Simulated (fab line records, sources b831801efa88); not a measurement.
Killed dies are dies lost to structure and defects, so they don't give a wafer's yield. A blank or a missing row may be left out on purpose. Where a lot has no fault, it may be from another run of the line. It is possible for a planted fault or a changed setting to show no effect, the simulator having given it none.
Which tool did it? + flow gf180mcu + 14 lots, 42 wafers sampled, at 2 steps of a route of 602

== WHAT THE GAUGES SHOWED, per wafer ==
GF_VT_IMPLANT_OVL_MEAS_29.
| lot  | measured     | on         | VT_IMPLANT_02_OVL (nm) |
|------|--------------|------------|------------------------|
| L867 | day 6 22:42  | overlay-01 | 0.0 0.7 -1.0           |
| L868 | day 7 04:51  | overlay-01 | -0.2 0.3 1.4           |
| L871 | day 8 11:18  | overlay-01 | 2.6 1.7 1.9            |
| L872 | day 8 22:10  | overlay-02 | 0.4 1.9 -1.3           |
| L873 | day 9 01:49  | overlay-02 | 0.8 1.0 0.7            |
| L875 | day 9 08:41  | overlay-02 | 0.2 -1.1 0.1           |
| L877 | day 9 19:23  | overlay-01 | -0.2 -0.6 0.6          |
| L876 | day 9 21:07  | overlay-01 | 1.5 -0.8 0.1           |
| L880 | day 10 13:04 | overlay-01 | 0.1 -0.7 1.3           |
| L881 | day 10 21:41 | overlay-01 | 0.0 1.6 1.3            |
| L882 | day 11 05:40 | overlay-02 | -1.8 -0.2 -2.9         |
| L886 | day 12 05:49 | overlay-01 | -0.2 1.4 0.8           |
| L889 | day 13 03:21 | overlay-02 | 2.8 -0.5 -0.9          |
| L890 | day 13 06:17 | overlay-02 | 1.8 1.8 1.3            |

GF_HV_LDD_OVL_MEAS_32.
| lot  | measured     | on         | HV_LDD_02_OVL (nm) |
|------|--------------|------------|--------------------|
| L867 | day 11 19:16 | overlay-02 | 0.5 -0.9 1.8       |
| L868 | day 11 23:41 | overlay-02 | -1.6 0.9 -0.5      |
| L871 | day 13 11:18 | overlay-02 | -1.2 2.1 1.8       |
| L872 | day 13 23:12 | overlay-01 | -0.1 -1.0 -0.7     |
| L873 | day 14 06:46 | overlay-01 | -1.0 0.8 0.5       |
| L875 | day 14 14:38 | overlay-01 | 1.0 -1.5 0.2       |
| L877 | day 15 01:05 | overlay-01 | 2.9 1.1 2.6        |
| L876 | day 15 04:54 | overlay-02 | 0.8 1.3 2.4        |
| L880 | day 16 00:38 | overlay-02 | -0.2 0.3 -3.6      |
| L881 | day 16 09:53 | overlay-02 | -1.7 -0.4 0.3      |
| L882 | day 17 03:20 | overlay-01 | 0.9 2.0 0.0        |
| L886 | day 18 06:47 | overlay-01 | 0.1 -0.9 -0.1      |
| L889 | day 19 11:14 | overlay-02 | 0.7 1.2 -0.8       |
| L890 | day 19 09:55 | overlay-02 | -2.4 -1.7 -1.5     |

== EACH LOT AND THE TOOL THAT RAN IT (in order: tool; ch and the chambers of the sampled wafers; start) ==
Record: no process step prior to these readings.

== AS READ BY THE TOOLS THEMSELVES (means over the sampled wafers that have a number; for cases with no such wafer, the mark the record gives instead) ==
The record holds no such reading with a usual standard deviation.

== THE ANSWER, worked out from the rows above alone ==
Rule: what is usual is taken from the lots themselves. The widest of any qualifying gaps counts: lots, ordered by their means at a reading, are off when they make up no more than a third of the lots, leave a main group of 4 or more, and stand apart from it by 3 or more times the standard deviation of that group's means. The tables above print the reading to a certain number of digits; a main group whose means all agree to those digits is not used. Also off: a lot with no number at a reading for which 4 or more lots have one. The other lots that the step has rows for count as sound. Order of review: gauges by route order, followed by the tools' own readings, for which a lot's mean as printed above is used. At the first step where some lot is off, the reading lying furthest off is the one used; lots without a number count as furthest.
Nothing can be told from this: no lot is off at any reading shown.

== WHAT THE SIMULATOR HAD PUT IN ==
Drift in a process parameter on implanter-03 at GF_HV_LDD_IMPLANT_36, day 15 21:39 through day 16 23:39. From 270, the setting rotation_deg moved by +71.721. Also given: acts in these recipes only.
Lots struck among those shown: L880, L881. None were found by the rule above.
